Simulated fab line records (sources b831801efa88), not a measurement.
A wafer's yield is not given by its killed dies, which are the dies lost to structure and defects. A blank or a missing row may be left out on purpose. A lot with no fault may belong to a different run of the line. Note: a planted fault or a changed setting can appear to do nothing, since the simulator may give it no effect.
fab line records | flow sky130
[record] lots = 15 wafers = 45 lastDay = 50
route steps=708 shown METAL3@564 VIA3@575
lots that met no fault: from a run of the same line without faults
startH: hours from the record's opening day to when the first of the lot's shown wafers began | waitH: how many hours have passed since the lot's step before this one | " identical to the entry in the row above | L1.1+2: one row covering several wafers at once | - no value, or no start given | * or withheld: withheld | < > ~ a bound
route shown NAME@n: names a module that has steps shown in the file, with the first one's number in the route | usual: mean/standard deviation of fault-free wafers | same: alike in all rows | chamber/n: place in a boat | sites: per-site readings | _std_site: standard deviation of those values | _edge_site: outer sites' mean less inner sites' | radiusMm: for every site, how far away it sits from the centre of the wafer | mask NAME#n: copy n | behind: the most recent tool/chamber to have shaped the wafer | hold: why the lot was held/for how many hours/how that ended | device: the transistor (n, p or np) that didn't switch | end of line: the route-end tests of the same wafers | where a step has no rows: the recipe by itself | killed: the dies lost at the first sort to structure and to defects; this is not the yield of the wafer | map: shows each die of a wafer: x if killed, . if not, _ if none is there
set.NAME: the run value of the setting; set.NAME@STEP: its run value at that earlier step | model.NAME: the simulator's own value behind a step, which no gauge read
steps of the route over a sample of lots; a table a step, a row a wafer
services: a tool's chamber out of use, with start hour (startH, from the record's first day; less than 0 if before it), hours out, and reason
[[steps]]
[step SKY_METAL3_OVL_MEAS_14]
[usual] METAL3_OVL = -3/5
// columns lot.wafer tool chamber startH waitH METAL3_OVL[nm]
L191.1 overlay-02 - 906.25 0.1 1
L191.4 " - " " -2
L191.6 " - " " -3
L193.1 overlay-01 - 919.60 0.1 -8
L193.2 " - " " -7
L193.6 " - " " -5
L194.1 overlay-01 - 930.65 0.1 1
L194.2 " - " " 0
L194.4 " - " " -3
L195.1 overlay-01 - 937.15 0.1 -11
L195.5 " - " " -4
L195.6 " - " " -10
L196.2 overlay-01 - 939.50 0.1 -2
L196.3 " - " " -8
L196.4 " - " " 2
L197.1 overlay-01 - 948.86 0.1 -6
L197.2 " - " " 1
L197.5 " - " " 5
L205.3 overlay-02 - 1004.57 0.1 -4
L205.5 " - " " 3
L205.6 " - " " -8
L206.4 overlay-02 - 1012.97 0.1 3
L206.5 " - " " 5
L206.6 " - " " 0
L207.2 overlay-01 - 1016.61 0.1 -4
L207.3 " - " " -4
L207.5 " - " " -8
L209.1 overlay-02 - 1030.00 0.1 0
L209.4 " - " " -12
L209.6 " - " " -11
L210.2 overlay-02 - 1035.65 0.1 -8
L210.3 " - " " -5
L210.5 " - " " 1
L211.1 overlay-02 - 1043.06 0.1 -3
L211.2 " - " " 3
L211.5 " - " " -1
L212.1 overlay-02 - 1048.36 0.1 4
L212.2 " - " " -4
L212.5 " - " " 1
L213.3 overlay-02 - 1052.91 0.1 -6
L213.4 " - " " -6
L213.5 " - " " -3
L214.2 overlay-01 - 1065.81 0.1 -4
L214.3 " - " " 6
L214.4 " - " " 6
[step SKY_METAL3_ETCH_16]
[recipe] chemistry = N2/H2 target = BARC ionEnergyEv = 200 biasW = 100 pressureMtorr = 30 n2FlowSccm = 100 h2FlowSccm = 200 icpW = 500 stopOn = SiO2 timeS = 88.2 targetDepthA = 600
[usual] biasW = 99.9/0.31 chamberPressureMTorr = 30.000/0.026 drypumpMotorCurrentA = 5.4/0.31 h2FlowSccm = 200.0/0.6 oesProductAu = 0.626/0.0042 rfFwdPowerW = 496.1/1.7 throttleValvePct = 13.205/0.0093
// columns lot.wafer tool chamber startH waitH biasW chamberPressureMTorr drypumpMotorCurrentA h2FlowSccm oesProductAu rfFwdPowerW rfHoursCounterH throttleValvePct
L191.1 rieMetal-04 0 906.32 0.0 100.5 30.056 5.0 201.0 0.628 494.5 13 13.212
L191.4 " 0 " " 100.4 29.995 5.0 200.0 0.630 497.2 - 13.207
L191.6 " 0 " " 100.5 29.999 5.0 201.3 0.626 494.8 - 13.195
L193.1 rieMetal-03 1 919.67 0.0 99.3 29.954 5.2 199.4 0.627 491.4 11 13.206
L193.2 " 0 " " 99.9 30.022 5.6 200.0 0.628 495.8 4 13.211
L193.6 " 0 " " 100.3 30.016 5.6 200.9 0.637 494.7 - 13.193
L194.1 rieMetal-02 0 930.71 0.0 99.8 30.004 6.0 199.4 0.625 497.5 17 13.209
L194.2 " 1 " " 99.9 29.998 5.3 199.3 0.628 496.5 9 13.204
L194.4 " 0 " " 99.8 30.006 6.0 199.5 0.622 496.8 - 13.206
L195.1 rieMetal-02 1 937.21 0.0 99.8 29.988 5.3 199.9 0.630 499.3 10 13.203
L195.5 " 1 " " 99.6 29.989 5.3 200.3 0.620 500.5 - 13.219
L195.6 " 0 " " 100.2 29.985 5.9 199.5 0.624 495.0 - 13.186
L196.2 rieMetal-02 1 939.56 0.0 99.9 30.015 5.3 199.8 0.631 494.0 10 13.205
L196.3 " 0 " " 99.6 30.022 6.0 200.9 0.627 499.0 - 13.200
L196.4 " 1 " " 100.4 30.037 5.3 199.8 0.633 497.2 - 13.215
L197.1 rieMetal-02 0 948.92 0.0 100.0 30.053 6.0 199.5 0.620 496.5 18 13.208
L197.2 " 1 " " 100.3 29.959 5.3 200.5 0.623 498.6 10 13.206
L197.5 " 1 " " 99.1 30.007 5.3 200.2 0.628 496.9 - 13.200
L205.3 rieMetal-02 1 1004.66 0.0 100.0 29.983 5.3 198.8 0.623 495.8 - 13.215
L205.5 " 0 " " 100.2 29.998 6.0 200.3 0.624 495.8 - 13.202
L205.6 " 1 " " 99.9 30.017 5.3 199.1 0.625 496.9 - 13.206
L206.4 rieMetal-03 1 1013.06 0.0 99.9 29.982 5.2 200.3 0.632 492.8 - 13.212
L206.5 " 1 " " 100.0 30.017 5.2 200.4 0.629 492.6 - 13.214
L206.6 " 0 " " 99.7 30.053 5.6 200.3 0.627 497.1 - 13.195
L207.2 rieMetal-04 1 1016.74 0.1 100.2 30.035 5.6 200.3 0.623 496.6 - 13.214
L207.3 " 1 " " 100.1 29.979 5.6 200.5 0.617 496.9 - 13.209
L207.5 " 1 " " 99.8 30.029 5.6 199.9 0.628 495.4 - 13.220
L209.1 rieMetal-03 1 1030.07 0.0 99.5 29.993 5.2 200.4 0.632 495.3 16 13.210
L209.4 " 1 " " 99.5 30.002 5.2 200.6 0.627 494.3 - 13.184
L209.6 " 1 " " 100.1 30.010 5.1 200.1 0.630 496.5 - 13.202
L210.2 rieMetal-02 0 1035.71 0.0 100.3 30.016 6.0 199.9 0.630 496.3 23 13.199
L210.3 " 1 " " 99.9 29.988 5.3 200.2 0.626 496.5 - 13.205
L210.5 " 0 " " 99.9 29.988 6.0 199.6 0.630 496.5 - 13.215
L211.1 rieMetal-03 1 1043.12 0.0 100.8 30.019 5.2 199.7 0.624 495.4 17 13.207
L211.2 " 0 " " 99.8 30.014 5.6 200.5 0.633 499.3 11 13.202
L211.5 " 1 " " 100.2 30.004 5.2 199.6 0.619 494.9 - 13.203
L212.1 rieMetal-04 0 1048.42 0.0 100.1 30.018 5.0 199.2 0.624 496.0 2 13.208
L212.2 " 1 " " 99.7 29.997 5.6 199.8 0.624 495.7 6 13.213
L212.5 " 1 " " 99.8 30.035 5.6 200.2 0.626 496.6 - 13.220
L213.3 rieMetal-04 1 1053.00 0.0 100.2 29.977 5.6 199.2 0.623 497.0 - 13.209
L213.4 " 0 " " 100.0 30.022 5.0 200.1 0.629 493.8 - 13.216
L213.5 " 1 " " 99.8 29.967 5.6 199.8 0.620 498.9 - 13.196
L214.2 rieMetal-04 0 1065.87 0.0 100.4 29.986 5.0 200.7 0.637 493.9 3 13.209
L214.3 " 0 " " 99.6 29.985 5.0 200.4 0.625 494.2 - 13.193
L214.4 " 1 " " 100.1 29.984 5.6 200.6 0.628 495.2 - 13.201
[step SKY_METAL3_ETCH_17]
[recipe] target = SiO2 stopOn = TiN chemistry = C4F8/O2/Ar sourceW = 1500 biasW = 1200 pressureMtorr = 40 c4f8FlowSccm = withheld O2_flow_sccm = 6 Ar_flow_sccm = 300 timeS = 3.9 targetDepthA = 150
[usual] biasW = 1200/3.6 chamberPressureMTorr = 40.00/0.036 oesProductAu = 0.753/0.0076 rfFwdPowerW = 1473/7.1
// columns lot.wafer tool chamber startH waitH biasW chamberPressureMTorr oesProductAu rfFwdPowerW rfHoursCounterH
L191.1 rieDiel-02 2 906.42 0.1 1202 40.02 0.761 1477 13
L191.4 " 0 " " 1201 40.03 0.756 1476 6
L191.6 " 3 " " 1205 39.97 0.761 1480 -
L193.1 rieDiel-04 0 919.77 0.1 1202 39.99 0.750 1470 11
L193.2 " 2 " " 1204 39.99 0.758 1474 17
L193.6 " 1 " " 1197 39.97 0.751 1479 -
L194.1 rieDiel-04 1 930.81 0.1 1201 40.05 0.750 1479 16
L194.2 " 0 " " 1202 39.90 0.746 1469 11
L194.4 " 2 " " 1197 40.04 0.752 1479 17
L195.1 rieDiel-02 2 937.31 0.1 - - - - -
L195.5 " 0 " " - - - - -
L195.6 " 2 " " - - - - -
L196.2 rieDiel-02 2 939.66 0.1 - - - - -
L196.3 " 2 " " - - - - -
L196.4 " 0 " " - - - - -
L197.1 rieDiel-02 3 949.02 0.1 - - - - -
L197.2 " 0 " " - - - - -
L197.5 " 1 " " - - - - -
L205.3 rieDiel-02 1 1004.72 0.0 1201 39.97 0.750 1475 3
L205.5 " 2 " " 1203 40.01 0.762 1469 -
L205.6 " 1 " " 1200 39.96 0.762 1467 -
L206.4 rieDiel-01 3 1013.13 0.0 1201 40.00 0.775 1462 -
L206.5 " 0 " " 1193 39.98 0.767 1481 -
L206.6 " 2 " " 1204 40.02 0.765 1471 -
L207.2 rieDiel-01 2 1016.90 0.1 1201 40.04 0.750 1466 8
L207.3 " 3 " " 1200 40.00 0.750 1460 23
L207.5 " 2 " " 1203 40.03 0.763 1469 -
L209.1 rieDiel-02 2 1030.17 0.1 1201 40.04 0.747 1479 16
L209.4 " 1 " " 1205 40.03 0.762 1475 4
L209.6 " 1 " " 1201 39.98 0.758 1473 -
L210.2 rieDiel-02 2 1035.81 0.1 1203 39.96 0.745 1484 17
L210.3 " 1 " " 1196 40.05 0.747 1467 4
L210.5 " 3 " " 1205 40.04 0.758 1467 -
L211.1 rieDiel-02 2 1043.22 0.1 1205 39.98 0.752 1469 17
L211.2 " 3 " " 1198 40.02 0.752 1475 3
L211.5 " 0 " " 1199 39.97 0.768 1476 -
L212.1 rieDiel-04 2 1048.52 0.1 1202 39.97 0.729 1473 21
L212.2 " 0 " " 1201 39.97 0.742 1476 14
L212.5 " 1 " " 1199 39.93 0.742 1481 -
L213.3 rieDiel-02 2 1053.07 0.0 1196 39.99 0.749 1483 17
L213.4 " 0 " " 1199 39.99 0.754 1477 11
L213.5 " 3 " " 1207 40.02 0.753 1468 -
L214.2 rieDiel-02 3 1065.97 0.1 1196 39.99 0.757 1475 4
L214.3 " 2 " " 1199 40.03 0.757 1475 18
L214.4 " 1 " " 1196 40.03 0.752 1477 5
[step SKY_VIA3_CMP_02]
[recipe] material = SiO2 downForcePsi = 4 platenRpm = 60 padVelocityMS = 0.94248
[usual] headPressurePsi = 4.001/0.0098 motorCurrentA = 11.4/1.3 platenRpm = 60.00/0.041
// columns lot.wafer tool chamber startH waitH headPressurePsi motorCurrentA platenRpm
L191.1 cmp-01 3 907.49 0.1 3.998 13.1 60.01
L191.4 " 0 " " 4.002 10.8 60.01
L191.6 " 3 " " 3.994 12.3 60.06
L193.1 cmp-01 1 920.86 0.1 3.996 12.4 59.93
L193.2 " 2 " " 3.984 11.6 60.03
L193.6 " 2 " " 3.986 11.8 59.98
L194.1 cmp-02 0 931.86 0.1 4.012 9.5 60.02
L194.2 " 1 " " 4.017 10.9 60.07
L194.4 " 3 " " 4.001 13.5 60.01
L205.3 cmp-02 0 1005.93 0.0 4.017 9.1 60.02
L205.6 " 0 " " 4.007 9.5 59.95
L205.5 " 1 " " 3.999 11.1 60.07
L206.4 cmp-01 1 1014.47 0.2 3.999 11.9 59.98
L206.6 " 2 " " 3.992 11.7 59.93
L206.5 " 3 " " 4.004 12.4 60.02
L207.2 cmp-02 1 1017.97 0.1 4.006 11.2 60.02
L207.3 " 2 " " 3.999 10.3 59.97
L207.5 " 0 " " 3.992 9.4 60.01
L209.4 cmp-01 2 1031.69 0.0 3.992 11.7 59.98
L209.1 " 1 " " 4.010 12.1 60.02
L209.6 " 2 " " 3.996 12.3 59.99
L210.2 cmp-01 3 1037.00 0.1 3.990 13.0 60.11
L210.3 " 0 " " 4.008 11.4 60.00
L210.5 " 2 " " 4.000 11.8 60.01
L211.1 cmp-01 3 1044.36 0.1 4.018 12.9 60.03
L211.2 " 0 " " 3.987 11.2 60.01
L211.5 " 3 " " 4.018 12.7 60.07
L212.1 cmp-02 1 1049.58 0.1 4.003 10.8 59.99
L212.2 " 2 " " 4.006 10.7 59.98
L212.5 " 2 " " 4.006 10.8 59.99
L213.4 cmp-02 3 1054.09 0.0 4.009 12.8 60.02
L213.3 " 0 " " 4.012 8.9 59.94
L213.5 " 3 " " 4.006 12.5 60.09
L214.2 cmp-02 3 1066.99 0.0 4.002 13.0 59.93
L214.3 " 0 " " 3.991 9.0 59.99
L214.4 " 2 " " 3.991 10.8 60.04
[[services]]
// columns tool chamber startH hours kind
cmp-01 - 884.75 2.9 repair
rieDiel-02 0 889.45 15.2 repair
cmp-02 - 897.51 2.3 repair
rieMetal-04 0 907.78 4.0 repair
rieDiel-02 1 912.12 11.6 repair
cmp-02 - 912.15 4.0 pm
cmp-02 - 913.13 3.7 repair
rieMetal-03 - 920.49 0.2 repair
cmp-02 - 921.65 0.5 repair
rieDiel-02 3 923.77 - clean
rieDiel-01 - 927.99 0.2 repair
rieDiel-04 - 933.69 2.8 pm
rieDiel-02 1 934.96 5.9 repair
cmp-02 - 957.01 2.2 repair
cmp-01 - 971.55 4.0 repair
rieDiel-01 2 971.58 11.6 repair
rieMetal-03 1 976.43 1.9 repair
rieMetal-02 - 993.62 0.6 repair
rieDiel-02 0 993.64 7.5 repair
rieDiel-01 2 998.97 4.1 repair
rieDiel-01 1 1008.29 7.9 repair
rieDiel-02 2 1018.36 2.6 repair
rieMetal-03 - 1061.93 1.5 repair
rieDiel-01 - 1062.32 28.1 pm
[[key]]
[firstSign] step = SKY_METAL3_ETCH_17 reading = toolRecord direction = missing
effect none on later readings
metAt SKY_METAL3_ETCH_17
struckLots L195,L196,L197
laterRowsLeftOut L195.1,L195.5,L195.6,L196.2,L196.3,L196.4,L197.1,L197.2,L197.5
sortLeftOut L195.1,L195.5,L195.6,L196.2,L196.3,L196.4,L197.1,L197.2,L197.5
notActingAt SKY_METAL3_OVL_MEAS_14,SKY_METAL3_ETCH_16,SKY_VIA3_CMP_02
onsetBetween 906.42 937.31
[fault] kind = skippedStepWhole tool = rieDiel-02 chamber = - onsetH = 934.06 steps = SKY_METAL3_ETCH_17 scope = struckLotsOnly
// sortLeftOut: the simulated sort isn't trusted on such a fault, so these wafers' sort isn't shown, and their yield isn't known
// laterRowsLeftOut: the simulator's readings of these wafers behind a module that went badly wrong aren't trusted and aren't shown, but for the sort
